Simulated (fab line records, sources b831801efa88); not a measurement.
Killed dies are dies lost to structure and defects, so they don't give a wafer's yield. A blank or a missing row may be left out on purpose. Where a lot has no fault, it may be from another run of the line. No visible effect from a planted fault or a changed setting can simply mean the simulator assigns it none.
Comparing a struck lot with a sound one + flow sky130 + 24 steps out of a route of 708
Sound: wafers L421.1, L421.4, L421.6. Struck: wafer L439.2 (left out: L439.4, a lot-mate that was not struck); the cause follows at the end.
At each step with rows: each side's tool, then ch and its chambers, then its first start. Under that, the readings that differ: sound wafers + struck wafers + difference of the means + sigmas: that difference in standard deviations of wafers without a fault.
alike: same words and numbers on both sides, and readings whose means sit less than 2 such deviations apart. not compared: any withheld reading, any reading some wafer has no value for, any bound like >300 that may hide the same value, and any number with overlapping values for which the record gives no deviation.
A row with sigmas, a row that says differs or no value, or rows on one side alone: a step with any of these is where the two part. When numbers do not overlap yet have no deviation, they are printed without sigmas and do not part them. A reading that every wafer of one side lacks parts them only if that side has two wafers or more.

SKY_CONTACT_RS_MEAS_25: uses a four-point probe to measure.
  sound: filmMetro-03 at day 32 00:19; struck: filmMetro-03 at day 37 18:31
  alike: CONTACT_W_RS
SKY_CONTACT_THK_MEAS_26: measures by xrf.
  sound: filmMetro-03 at day 32 00:26; struck: filmMetro-03 at day 37 18:38
  alike: CONTACT_W_THK
SKY_CONTACT_CMP_27: polishes, stops on SiO2, t overpolish 15 s, target thk 0 nm.
  sound on cmp-01 ch 2,3, day 32 00:30; struck on cmp-01 ch 3, day 37 18:41
  alike: motorCurrentA, overpolishRunS, timeToEndpointS
then, 1 step without rows for these wafers: SKY_METAL1_SPUTTER_00 (material Ti, target thk 15 nm, time 10 s).
SKY_METAL1_SPUTTER_01: material TiN, target thk 20 nm, time 16.7 s.
  sound: pvdSputter-02 at day 32 00:49; struck: pvdSputter-04 at day 37 19:00
  alike: throttleValvePct
then, 1 step without rows for these wafers: SKY_METAL1_SPUTTER_02 (material AlCu, target thk 250 nm, time 13.3 s).
SKY_METAL1_SPUTTER_03: material Ti, target thk 5 nm, time 3.3 s.
  sound: pvdSputter-02 at day 32 00:52; struck: pvdSputter-04 at day 37 19:03
  alike: throttleValvePct
then, 1 step without rows for these wafers: SKY_METAL1_SPUTTER_04 (material TiN, target thk 70 nm, time 58.3 s).
SKY_METAL1_RS_MEAS_05: uses a four-point probe to measure.
  sound: filmMetro-01 at day 32 00:56; struck: filmMetro-03 at day 37 19:08
  alike: METAL1_ALCU_RS
SKY_METAL1_THK_MEAS_06: measures by xrf.
  sound: filmMetro-01 at day 32 01:04; struck: filmMetro-03 at day 37 19:15
  alike: METAL1_ALCU_THK
then, 2 steps without rows for these wafers: SKY_METAL1_DEHYDRATE_07 (time 60 s); SKY_METAL1_HMDS_08 (prime time 60 s).
SKY_METAL1_COAT_09: resist thk 60 nm.
  sound on lithoTrack-01 ch 0, day 32 13:46; struck on lithoTrack-03 ch 0, day 38 07:17
then, 5 steps without rows for these wafers: SKY_METAL1_COAT_10 (resist thk 450 nm); SKY_METAL1_SOFTBAKE_11 (time 90 s); SKY_METAL1_EXPOSE_12 (exposes mask MM1, target cd 140 nm); SKY_METAL1_PEB_13; SKY_METAL1_DEVELOP_14 (develop time 60 s).
SKY_METAL1_CD_MEAS_15: the cd target is 140 nm.
  sound: cdSem-01 at day 33 03:57; struck: cdSem-01 at day 38 20:44
  alike: cdNm
SKY_METAL1_OVL_MEAS_16:
  sound: overlay-01 at day 33 04:04; struck: overlay-02 at day 38 20:50
| reading         | sound   | struck | difference | sigmas |
|-----------------|---------|--------|------------|--------|
| METAL1_OVL (nm) | 5 19 19 | -2     | -16        | -3     |
SKY_METAL1_DESCUM_17: chemistry O2, time 8 s.
  sound on rieMetal-04 ch 0,1, day 33 04:07; struck on rieMetal-04 ch 0, day 38 20:52
  alike: drypumpMotorCurrentA, oesProductAu
  not compared: rfHoursCounterH
SKY_METAL1_ETCH_18: etches BARC in N2/H2, stops on SiO2, time 45.9 s, target depth 60 nm.
  sound on rieMetal-04 ch 0,1, day 33 04:08; struck on rieMetal-04 ch 0, day 38 20:54
| reading                 | sound             | struck | difference | sigmas |
|-------------------------|-------------------|--------|------------|--------|
| oesProductAu (a.u.)     | 0.852 0.857 0.854 | 0.869  | +0.015     | +3     |
| model.etch.depthNm (nm) | 60.36 60.29 60.47 | 61.56  | +1.19      |        |
  alike: drypumpMotorCurrentA, throttleValvePct
  not compared: rfHoursCounterH
SKY_METAL1_METAL_ETCH_19: etches the open film in Cl2/BCl3, stops on SiO2, target depth 360 nm, time 78 s.
  sound on rieMetal-04 ch 0,1, day 33 04:12; struck on rieMetal-04 ch 0, day 38 20:58
| reading              | sound                | struck | difference | sigmas |
|----------------------|----------------------|--------|------------|--------|
| throttleValvePct (%) | 22.288 22.258 22.261 | 22.245 | -0.024     | -3     |
  alike: drypumpMotorCurrentA, oesProductAu
  not compared: rfHoursCounterH
-- the record jumps here: 11 days lie between the struck wafers' starts before and after (it left off in module METAL1 and takes up again in module PAD_OPEN, whose first step shown is number 708 of the route) --
SKY_PAD_OPEN_PROBE_99:
  sound: prober-02 at day 46 01:47; struck: prober-02 at day 50 06:49
| reading         | sound | struck | difference | sigmas |
|-----------------|-------|--------|------------|--------|
| killed_at_M4_up | 1 4 2 | 6      | +4         | +2     |
  alike: defectLimitedYield, killed_at_M0_to_M3, killedAtContacts, killedAtFrontEnd, killedAtOther, killedDies, killedOpen, killedShort, sort_bin_3_pad_short, sort_bin_5_function, sort_bin_6_memory, sortNPass, sortYieldPct

== WHERE THEY PART ==
At SKY_METAL1_OVL_MEAS_16 first; at SKY_PAD_OPEN_PROBE_99 last (within this record only).

WHY: whatever the simulator had introduced
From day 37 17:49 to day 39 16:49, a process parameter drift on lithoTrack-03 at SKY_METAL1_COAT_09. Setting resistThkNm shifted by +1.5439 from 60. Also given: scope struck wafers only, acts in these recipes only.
